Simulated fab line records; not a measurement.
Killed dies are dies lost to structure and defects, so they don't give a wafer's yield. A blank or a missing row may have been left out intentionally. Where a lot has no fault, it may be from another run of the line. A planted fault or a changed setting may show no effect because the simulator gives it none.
fab line records	flow sky130
[record] lots = 5	wafers = 15	lastDay = 49
route steps=708 shown VIA4@658 METAL5@661
lots that met no fault: from a run of the same line without faults
startH: the number of hours between the record's first day and the start of the first shown wafer of the lot	waitH: hours elapsed since this lot's preceding step	" the same as in the row above	L1.1+2: several wafers, shown together as one row	- no value present, or no start provided	* or withheld: withheld	< > ~ a bound
route shown NAME@n: a module of which the file shows steps, and the number in the route of the first	usual: the fault-free wafers' mean and standard deviation	same: alike in all rows	chamber/n: place in a boat	sites: the reading at each site	_std_site: their standard deviation	_edge_site: the outer-site mean with the inner-site mean subtracted	radiusMm: how far each site lies from the wafer's centre	mask NAME#n: copy n	behind: the last tool/chamber to shape the wafer	hold: what put the lot on hold/how long, in hours/how the hold closed	device: which transistor (n, p or np) failed to switch	end of line: the route-end tests of the same wafers	where a step has no rows: the recipe by itself	killed: not the wafer's yield, but the dies lost to structure and defects at the first sort	map: a wafer's dies, x killed, . not, _ none there
set.NAME: the setting the step ran with; set.NAME@STEP: the setting that earlier step ran with	model.NAME: the simulator's own value behind a step, which no gauge read
lots at some steps of the route; a table a step, a row a wafer
services: a tool's chamber out of use, with start hour (startH, from the record's first day; less than 0 if before it), hours out, and reason
[[steps]]
[step SKY_VIA4_RS_MEAS_19]
[recipe] thkMeasGauge = four-point-probe	reads = W_of_VIA4_CVD_18+TiN_of_VIA4_SPUTTER_17
[usual] VIA4_W_RS = 0.2263/0.0025
lot.wafer	tool	chamber	startH	waitH	VIA4_W_RS[ohm/sq]
L074.1	filmMetro-02	-	999.79	0.1	0.2234
L074.2	"	-	"	"	0.2262
L074.5	"	-	"	"	0.2271
L085.2	filmMetro-01	-	1075.65	0.1	0.2262
L085.3	"	-	"	"	0.2226
L085.4	"	-	"	"	0.2223
L088.1	filmMetro-02	-	1090.17	0.1	0.2278
L088.2	"	-	"	"	0.2250
L088.4	"	-	"	"	0.2271
L089.1	filmMetro-02	-	1097.67	0.1	0.2252
L089.2	"	-	"	"	0.2280
L089.4	"	-	"	"	0.2263
L091.3	filmMetro-01	-	1116.70	0.1	0.2268
L091.5	"	-	"	"	0.2295
L091.6	"	-	"	"	0.2308
[step SKY_VIA4_THK_MEAS_20]
[recipe] thkMeasGauge = xrf	reads = W_of_VIA4_CVD_18
[usual] VIA4_W_THK = 496/5.7
lot.wafer	tool	chamber	startH	waitH	VIA4_W_THK[nm]
L074.1	filmMetro-02	-	999.91	0.1	500
L074.2	"	-	"	"	496
L074.5	"	-	"	"	496
L085.2	filmMetro-01	-	1075.76	0.1	497
L085.3	"	-	"	"	503
L085.4	"	-	"	"	507
L088.1	filmMetro-02	-	1090.29	0.1	491
L088.2	"	-	"	"	497
L088.4	"	-	"	"	494
L089.1	filmMetro-02	-	1097.79	0.1	496
L089.2	"	-	"	"	493
L089.4	"	-	"	"	496
L091.3	filmMetro-01	-	1116.80	0.1	496
L091.5	"	-	"	"	486
L091.6	"	-	"	"	484
[step SKY_VIA4_CMP_21]
[recipe] stopOn = SiO2	tOverpolishS = 25	downForcePsi = 3.5	platenRpm = 60	targetThkNm = 0	padVelocityMS = 0.94248
[usual] headPressurePsi = 3.500/0.0067	motorCurrentA = 10.4/1.5	overpolishRunS = 25.000/0.0087	slurryFlowMlMin = 149.9/0.51	timeToEndpointS = 123/4.6
lot.wafer	tool	chamber	startH	waitH	headPressurePsi	motorCurrentA	overpolishRunS	slurryFlowMlMin	timeToEndpointS
L074.1	cmp-02	0	1000.02	0.1	3.504	8.1	25.015	150.5	126
L074.2	"	2	"	"	3.503	12.1	25.002	149.0	119
L074.5	"	0	"	"	3.499	8.3	24.983	149.9	121
L085.2	cmp-01	3	1075.81	0.0	3.490	9.6	24.992	149.9	118
L085.4	"	0	"	"	3.503	8.7	24.994	149.7	117
L085.3	"	1	"	"	3.495	10.8	24.998	150.4	116
L088.1	cmp-01	2	1090.40	0.1	3.502	12.5	25.010	149.9	120
L088.4	"	3	"	"	3.500	9.8	24.983	150.4	121
L088.2	"	0	"	"	3.493	8.7	25.009	150.8	119
L089.4	cmp-02	0	1097.85	0.0	3.518	8.7	24.997	149.9	127
L089.2	"	1	"	"	3.491	10.9	25.006	149.8	131
L089.1	"	2	"	"	3.507	11.7	24.998	149.7	124
L091.3	cmp-01	1	1117.43	0.6	3.501	11.3	24.988	150.1	127
L091.5	"	0	"	"	3.496	9.0	24.989	150.2	128
L091.6	"	1	"	"	3.498	10.7	25.019	150.3	126
[step SKY_METAL5_SPUTTER_00]
[recipe] material = Ti	targetThkNm = 15	powerW = 3000	timeS = 10	chamberPressurePa = 0.4
[usual] throttleValvePct = 29.7/1.3
[same] timeS = 10
lot.wafer	tool	chamber	startH	waitH	throttleValvePct
L074.1	pvdSputter-04	-	1000.27	0.2	30.3
L074.2	"	-	"	"	28.7
L074.5	"	-	"	"	30.0
L085.2	pvdSputter-04	-	1076.11	0.2	29.7
L085.3	"	-	"	"	28.5
L085.4	"	-	"	"	30.0
L088.1	pvdSputter-02	-	1090.65	0.2	29.3
L088.2	"	-	"	"	31.5
L088.4	"	-	"	"	32.6
L089.1	pvdSputter-02	-	1098.15	0.1	31.6
L089.2	"	-	"	"	30.4
L089.4	"	-	"	"	29.4
L091.3	pvdSputter-04	-	1117.68	0.2	28.6
L091.5	"	-	"	"	29.5
L091.6	"	-	"	"	28.2
[step SKY_METAL5_SPUTTER_01]
[recipe] material = TiN	targetThkNm = 20	powerW = 6500	timeS = 16.7	chamberPressurePa = 0.4
[usual] throttleValvePct = 29.8/1.3
[same] timeS = 16.7
lot.wafer	tool	chamber	startH	waitH	throttleValvePct
L074.1	pvdSputter-04	-	1000.29	0.0	29.9
L074.2	"	-	"	"	28.2
L074.5	"	-	"	"	30.2
L085.2	pvdSputter-04	-	1076.13	0.0	30.1
L085.3	"	-	"	"	28.4
L085.4	"	-	"	"	30.0
L088.1	pvdSputter-02	-	1090.67	0.0	29.5
L088.2	"	-	"	"	31.8
L088.4	"	-	"	"	32.7
L089.1	pvdSputter-02	-	1098.18	0.0	31.4
L089.2	"	-	"	"	30.6
L089.4	"	-	"	"	29.4
L091.3	pvdSputter-04	-	1117.70	0.0	28.5
L091.5	"	-	"	"	29.6
L091.6	"	-	"	"	28.2
[step SKY_METAL5_SPUTTER_02]
[recipe] material = AlCu	targetThkNm = 1150	powerW = 10600	timeS = 61.2	chamberPressurePa = 0.4
[usual] throttleValvePct = 29.8/1.3
[same] timeS = 61.2
lot.wafer	tool	chamber	startH	waitH	throttleValvePct
L074.1	pvdSputter-04	-	1000.32	0.0	30.1
L074.2	"	-	"	"	28.3
L074.5	"	-	"	"	30.1
L085.2	pvdSputter-04	-	1076.16	0.0	29.8
L085.3	"	-	"	"	28.5
L085.4	"	-	"	"	30.1
L088.1	pvdSputter-02	-	1090.70	0.0	29.4
L088.2	"	-	"	"	31.7
L088.4	"	-	"	"	32.7
L089.1	pvdSputter-02	-	1098.20	0.0	31.7
L089.2	"	-	"	"	30.6
L089.4	"	-	"	"	29.3
L091.3	pvdSputter-04	-	1117.73	0.0	28.4
L091.5	"	-	"	"	29.7
L091.6	"	-	"	"	28.4
[step SKY_METAL5_SPUTTER_03]
[recipe] material = Ti	targetThkNm = 5	powerW = 3000	timeS = 3.3	chamberPressurePa = 0.4
[usual] throttleValvePct = 29.8/1.3
[same] timeS = 3.3
lot.wafer	tool	chamber	startH	waitH	throttleValvePct
L074.1	pvdSputter-04	-	1000.37	0.0	30.0
L074.2	"	-	"	"	28.4
L074.5	"	-	"	"	30.0
L085.2	pvdSputter-04	-	1076.21	0.0	29.9
L085.3	"	-	"	"	28.5
L085.4	"	-	"	"	30.0
L088.1	pvdSputter-02	-	1090.75	0.0	29.3
L088.2	"	-	"	"	31.4
L088.4	"	-	"	"	32.9
L089.1	pvdSputter-02	-	1098.25	0.0	31.6
L089.2	"	-	"	"	30.8
L089.4	"	-	"	"	29.4
L091.3	pvdSputter-04	-	1117.78	0.0	28.5
L091.5	"	-	"	"	29.3
L091.6	"	-	"	"	28.1
[step SKY_METAL5_SPUTTER_04]
[recipe] material = TiN	targetThkNm = 70	powerW = 6500	timeS = 58.3	chamberPressurePa = 0.4
[usual] throttleValvePct = 29.8/1.3
[same] timeS = 58.3
lot.wafer	tool	chamber	startH	waitH	throttleValvePct
L074.1	pvdSputter-04	-	1000.39	0.0	30.2
L074.2	"	-	"	"	28.5
L074.5	"	-	"	"	30.0
L085.2	pvdSputter-04	-	1076.23	0.0	29.8
L085.3	"	-	"	"	28.3
L085.4	"	-	"	"	30.0
L088.1	pvdSputter-02	-	1090.76	0.0	29.2
L088.2	"	-	"	"	31.6
L088.4	"	-	"	"	32.6
L089.1	pvdSputter-02	-	1098.27	0.0	31.6
L089.2	"	-	"	"	30.8
L089.4	"	-	"	"	29.2
L091.3	pvdSputter-04	-	1117.80	0.0	28.7
L091.5	"	-	"	"	29.7
L091.6	"	-	"	"	28.4
[step SKY_METAL5_RS_MEAS_05]
[recipe] thkMeasGauge = four-point-probe	reads = TiN_of_METAL5_SPUTTER_04+Ti_of_METAL5_SPUTTER_03+AlCu_of_METAL5_SPUTTER_02+TiN_of_METAL5_SPUTTER_01+Ti_of_METAL5_SPUTTER_00
[usual] METAL5_ALCU_RS = 0.02708/0.00022
lot.wafer	tool	chamber	startH	waitH	METAL5_ALCU_RS[ohm/sq]
L074.1	filmMetro-04	-	1000.44	0.0	0.02685
L074.2	"	-	"	"	0.02691
L074.5	"	-	"	"	0.02673
L085.2	filmMetro-01	-	1076.30	0.0	0.02721
L085.3	"	-	"	"	0.0272
L085.4	"	-	"	"	0.02728
L088.1	filmMetro-02	-	1090.81	0.0	0.02697
L088.2	"	-	"	"	0.02718
L088.4	"	-	"	"	0.02717
L089.1	filmMetro-02	-	1098.32	0.0	0.0268
L089.2	"	-	"	"	0.02687
L089.4	"	-	"	"	0.02673
L091.3	filmMetro-01	-	1117.88	0.1	0.02698
L091.5	"	-	"	"	0.02711
L091.6	"	-	"	"	0.02687
[step SKY_METAL5_THK_MEAS_06]
[recipe] thkMeasGauge = xrf	reads = AlCu_of_METAL5_SPUTTER_02
[usual] METAL5_ALCU_THK = 1114/16
lot.wafer	tool	chamber	startH	waitH	METAL5_ALCU_THK[nm]
L074.1	filmMetro-04	-	1000.56	0.1	1115
L074.2	"	-	"	"	1117
L074.5	"	-	"	"	1117
L085.2	filmMetro-01	-	1076.41	0.1	1101
L085.3	"	-	"	"	1096
L085.4	"	-	"	"	1094
L088.1	filmMetro-02	-	1090.93	0.1	1130
L088.2	"	-	"	"	1126
L088.4	"	-	"	"	1125
L089.1	filmMetro-02	-	1098.44	0.1	1149
L089.2	"	-	"	"	1148
L089.4	"	-	"	"	1147
L091.3	filmMetro-01	-	1117.98	0.1	1113
L091.5	"	-	"	"	1108
L091.6	"	-	"	"	1121
[step SKY_METAL5_DEHYDRATE_07]
[recipe] tempC = 200	timeS = 60
[usual] chillPlateTempC = 22.99/0.11
[same] timeS = 60
lot.wafer	tool	chamber	startH	waitH	chillPlateTempC
L074.1	lithoTrack-04	0	1011.94	11.4	23.08
L074.2	"	0	"	"	23.03
L074.5	"	0	"	"	23.11
L085.2	lithoTrack-04	0	1086.32	9.9	22.94
L085.3	"	0	"	"	22.97
L085.4	"	0	"	"	23.02
L088.1	lithoTrack-02	0	1100.23	9.3	22.79
L088.2	"	0	"	"	22.91
L088.4	"	0	"	"	22.95
L089.1	lithoTrack-02	0	1108.13	9.7	23.01
L089.2	"	0	"	"	23.04
L089.4	"	0	"	"	23.07
L091.3	lithoTrack-02	0	1127.43	9.4	22.79
L091.5	"	0	"	"	22.95
L091.6	"	0	"	"	22.89
[step SKY_METAL5_HMDS_08]
[recipe] primeTimeS = 60	primeTempC = 120
[usual] chillPlateTempC = 23.00/0.099
lot.wafer	tool	chamber	startH	waitH	chillPlateTempC
L074.1	lithoTrack-04	0	1012.09	0.1	23.02
L074.2	"	0	"	"	23.01
L074.5	"	0	"	"	22.86
L085.2	lithoTrack-04	0	1086.47	0.1	23.03
L085.3	"	0	"	"	23.02
L085.4	"	0	"	"	22.91
L088.1	lithoTrack-02	0	1100.38	0.1	22.96
L088.2	"	0	"	"	23.12
L088.4	"	0	"	"	23.14
L089.1	lithoTrack-02	0	1108.28	0.1	22.92
L089.2	"	0	"	"	23.01
L089.4	"	0	"	"	23.09
L091.3	lithoTrack-02	0	1127.58	0.1	22.90
L091.5	"	0	"	"	23.01
L091.6	"	0	"	"	22.98
[step SKY_METAL5_COAT_09]
[recipe] resist = NOVOLAK	spinRpm = 3000	resistThkNm = 1800
[usual] chillPlateTempC = 23.00/0.11
lot.wafer	tool	chamber	startH	waitH	chillPlateTempC
L074.1	lithoTrack-04	0	1012.24	0.1	23.14
L074.2	"	0	"	"	22.98
L074.5	"	0	"	"	23.10
L085.2	lithoTrack-04	0	1086.62	0.1	23.05
L085.3	"	0	"	"	22.97
L085.4	"	0	"	"	23.00
L088.1	lithoTrack-02	0	1100.53	0.1	23.06
L088.2	"	0	"	"	23.14
L088.4	"	0	"	"	23.02
L089.1	lithoTrack-02	0	1108.43	0.1	23.00
L089.2	"	0	"	"	23.03
L089.4	"	0	"	"	22.85
L091.3	lithoTrack-02	0	1127.73	0.1	22.92
L091.5	"	0	"	"	23.03
L091.6	"	0	"	"	22.92
[step SKY_METAL5_SOFTBAKE_10]
[recipe] tempC = 90	timeS = 60	resist = NOVOLAK
[usual] chillPlateTempC = 23.00/0.093
[same] timeS = 60
lot.wafer	tool	chamber	startH	waitH	chillPlateTempC
L074.1	lithoTrack-04	0	1012.39	0.1	22.99
L074.2	"	0	"	"	23.01
L074.5	"	0	"	"	23.01
L085.2	lithoTrack-04	0	1086.77	0.1	22.88
L085.3	"	0	"	"	22.94
L085.4	"	0	"	"	23.10
L088.1	lithoTrack-02	0	1100.68	0.1	22.95
L088.2	"	0	"	"	22.88
L088.4	"	0	"	"	22.95
L089.1	lithoTrack-02	0	1108.58	0.1	23.09
L089.2	"	0	"	"	22.90
L089.4	"	0	"	"	23.02
L091.3	lithoTrack-02	0	1127.88	0.1	22.92
L091.5	"	0	"	"	22.96
L091.6	"	0	"	"	22.97
[step SKY_METAL5_EXPOSE_11]
[recipe] maskId = MM5	na = 0.6	sourceShape = conventional	sigmaOuter = 0.6	polarization = unpolarized	targetCdNm = 1600	doseMj = 190
[same] na = 0.6
lot.wafer	tool	chamber	startH	waitH	mask
L074.1+2+5	ilineStepper-01	0	-	-	MM5#0
L085.2+3+4	ilineStepper-02	0	-	-	MM5#0
L088.1+2+4	ilineStepper-01	0	-	-	MM5#0
L089.1+2+4	ilineStepper-02	0	-	-	MM5#0
L091.3+5+6	ilineStepper-02	0	-	-	MM5#0
[step SKY_METAL5_PEB_12]
[recipe] tempC = withheld	timeS = *	resist = NOVOLAK
[usual] chillPlateTempC = *
[same] timeS = *
lot.wafer	tool	chamber	startH	waitH	chillPlateTempC
L074.1	lithoTrack-02	0	-	-	*
L074.2	"	0	"	"	*
L074.5	"	0	"	"	*
L085.2	lithoTrack-03	0	-	-	*
L085.3	"	0	"	"	*
L085.4	"	0	"	"	*
L088.1	lithoTrack-02	0	-	-	*
L088.2	"	0	"	"	*
L088.4	"	0	"	"	*
L089.1	lithoTrack-02	0	-	-	*
L089.2	"	0	"	"	*
L089.4	"	0	"	"	*
L091.3	lithoTrack-03	0	-	-	*
L091.5	"	0	"	"	*
L091.6	"	0	"	"	*
[step SKY_METAL5_DEVELOP_13]
[recipe] resist = NOVOLAK	developer = TMAH	developTimeS = 60	devTempC = 23
[usual] chillPlateTempC = 23.02/0.1
lot.wafer	tool	chamber	startH	waitH	chillPlateTempC
L074.1	lithoTrack-02	0	1023.33	0.1	23.07
L074.2	"	0	"	"	22.98
L074.5	"	0	"	"	23.05
L085.2	lithoTrack-03	0	1096.68	0.1	23.07
L085.3	"	0	"	"	23.05
L085.4	"	0	"	"	23.10
L088.1	lithoTrack-02	0	1110.68	0.1	23.04
L088.2	"	0	"	"	22.87
L088.4	"	0	"	"	23.01
L089.1	lithoTrack-02	0	1118.03	0.1	22.96
L089.2	"	0	"	"	23.05
L089.4	"	0	"	"	23.04
L091.3	lithoTrack-03	0	1136.45	0.1	22.89
L091.5	"	0	"	"	22.89
L091.6	"	0	"	"	22.94
[step SKY_METAL5_DESCUM_14]
[recipe] chemistry = O2	sourcePowerW = 150	biasPowerW = 0	pressureMtorr = 10	tempC = 40	timeS = 11
[usual] drypumpMotorCurrentA = 5.8/0.6	oesProductAu = 1.002/0.0087
[same] timeS = 11
lot.wafer	tool	chamber	startH	waitH	drypumpMotorCurrentA	oesProductAu	rfHoursCounterH
L074.1	rieMetal-01	0	1023.48	0.1	6.1	1.003	4
L074.2	"	1	"	"	6.6	0.975	13
L074.5	"	0	"	"	6.1	1.001	-
L085.2	rieMetal-03	1	1096.80	0.1	5.0	1.004	22
L085.3	"	0	"	"	5.2	1.001	-
L085.4	"	1	"	"	5.0	1.004	-
L088.1	rieMetal-03	1	1110.83	0.1	5.0	1.010	23
L088.2	"	0	"	"	5.2	1.012	16
L088.4	"	1	"	"	5.0	1.010	-
L089.1	rieMetal-01	1	1118.18	0.1	6.6	0.995	20
L089.2	"	0	"	"	6.1	0.990	11
L089.4	"	1	"	"	6.6	0.987	-
L091.3	rieMetal-04	0	1136.57	0.1	6.3	1.017	-
L091.5	"	0	"	"	6.3	1.008	-
L091.6	"	1	"	"	5.8	1.001	-
[step SKY_METAL5_METAL_ETCH_15]
[recipe] targetDepthA = 12600	stopOn = SiO2	overEtchFrac = 0.2	timeS = 252	chemistry = Cl2/BCl3	resistSidewallDeg = 86	pressureMtorr = 10	icpW = 900	biasW = 48.5	Cl2_flow_sccm = 60	bcl3FlowSccm = 30
[usual] drypumpMotorCurrentA = 5.8/0.61	oesProductAu = 0.894/0.0047	throttleValvePct = 22.265/0.0078
[same] timeS = 252
lot.wafer	tool	chamber	startH	waitH	drypumpMotorCurrentA	oesProductAu	rfHoursCounterH	throttleValvePct
L074.1	rieMetal-01	0	1023.51	0.0	6.1	0.891	4	22.262
L074.2	"	1	"	"	6.6	0.905	13	22.261
L074.5	"	0	"	"	6.1	0.898	-	22.256
L085.2	rieMetal-03	1	1096.84	0.0	5.0	0.889	22	22.266
L085.3	"	0	"	"	5.2	0.888	-	22.259
L085.4	"	1	"	"	5.0	0.892	-	22.275
L088.1	rieMetal-03	1	1110.86	0.0	5.0	0.895	23	22.271
L088.2	"	0	"	"	5.2	0.890	16	22.267
L088.4	"	1	"	"	5.0	0.897	-	22.268
L089.1	rieMetal-01	1	1118.21	0.0	6.6	0.894	20	22.273
L089.2	"	0	"	"	6.1	0.899	11	22.266
L089.4	"	1	"	"	6.6	0.890	-	22.262
L091.3	rieMetal-04	0	1136.67	0.1	6.3	0.893	-	22.254
L091.5	"	0	"	"	6.3	0.895	-	22.287
L091.6	"	1	"	"	5.7	0.893	-	22.254
[step SKY_METAL5_STRIP_16]
[recipe] chemistry = O2/N2	powerW = 1400	pressureMtorr = 1500	platenTempC = withheld	o2FlowSccm = 3000	n2FlowSccm = 300	overashFraction = 0.5
[usual] drypumpMotorCurrentA = 5.9/0.47	oesProductAu = 0.711/0.0045	stripTimeToEndpointS = 13.04/0.13
lot.wafer	tool	chamber	startH	waitH	drypumpMotorCurrentA	oesProductAu	rfHoursCounterH	stripTimeToEndpointS
L074.1	plasmaAsher-01	0	1023.75	0.2	6.8	0.721	30	13.23
L074.2	"	1	"	"	5.7	0.713	30	13.24
L074.5	"	1	"	"	5.7	0.714	-	13.14
L085.2	plasmaAsher-01	1	1097.07	0.2	5.8	0.708	36	13.00
L085.3	"	1	"	"	5.8	0.712	-	12.92
L085.4	"	0	"	"	6.7	0.708	-	12.90
L088.1	plasmaAsher-03	1	1111.10	0.2	5.5	0.705	104	12.97
L088.2	"	0	"	"	6.2	0.708	104	12.85
L088.4	"	1	"	"	5.5	0.708	-	12.94
L089.1	plasmaAsher-01	0	1118.45	0.2	6.7	0.711	38	13.08
L089.2	"	1	"	"	5.7	0.706	38	13.05
L089.4	"	0	"	"	6.7	0.716	-	13.07
L091.3	plasmaAsher-01	0	1136.86	0.1	6.6	0.710	-	12.99
L091.5	"	1	"	"	5.8	0.714	-	13.15
L091.6	"	0	"	"	6.7	0.705	-	13.06
[step SKY_METAL5_STRIP_17]
[recipe] chemistry = postEtchResidueRemover	timeS = 1200	tempC = 72.5
[same] timeS = 1200
lot.wafer	tool	chamber	startH	waitH
L074.1+2+5	wetBench-01	3	1023.85	0.1
L085.2+3+4	wetBench-01	3	1097.17	0.1
L088.1+2+4	wetBench-01	2	1111.20	0.1
L089.1+2+4	wetBench-01	2	1118.55	0.1
L091.3+5+6	wetBench-02	1	1137.06	0.2
[step SKY_METAL5_CLEAN_18]
[recipe] chemistry = IPA	timeS = 180	tempC = 25
[same] timeS = 180
lot.wafer	tool	chamber	startH	waitH
L074.1+2+5	wetBench-03	2	1024.26	0.0
L085.2+3+4	wetBench-03	3	1097.55	0.0
L088.1+2+4	wetBench-03	1	1111.57	0.0
L089.1+2+4	wetBench-02	2	1118.92	0.0
L091.3+5+6	wetBench-03	0	1138.29	0.5
[[services]]
tool	chamber	startH	hours	kind
ilineStepper-01	-	981.22	4.4	pm
pvdSputter-04	-	1001.35	0.5	repair
cmp-01	-	1003.81	0.4	repair
ilineStepper-01	-	1004.15	5.6	repair
cmp-01	-	1014.85	0.9	repair
cmp-02	-	1023.99	4.0	repair
wetBench-01	-	1029.82	3.0	repair
plasmaAsher-03	-	1030.41	2.1	repair
ilineStepper-02	-	1041.59	1.7	pm
cmp-01	-	1043.47	24.3	repair
rieMetal-01	-	1055.53	2.4	repair
wetBench-01	-	1060.92	0.5	repair
plasmaAsher-01	-	1061.15	12.7	repair
cmp-02	-	1072.67	3.4	repair
pvdSputter-04	-	1084.03	1.7	repair
cmp-02	-	1093.81	4.0	pm
rieMetal-04	-	1094.69	0.5	repair
plasmaAsher-01	-	1097.38	1.3	repair
cmp-02	-	1108.20	3.8	repair
rieMetal-04	-	1111.92	4.0	pm
cmp-02	-	1112.01	7.0	pm
cmp-02	-	1123.14	7.0	pm
rieMetal-04	-	1124.09	1.4	pm
cmp-01	-	1131.30	6.1	pm
[[key]]
fault none
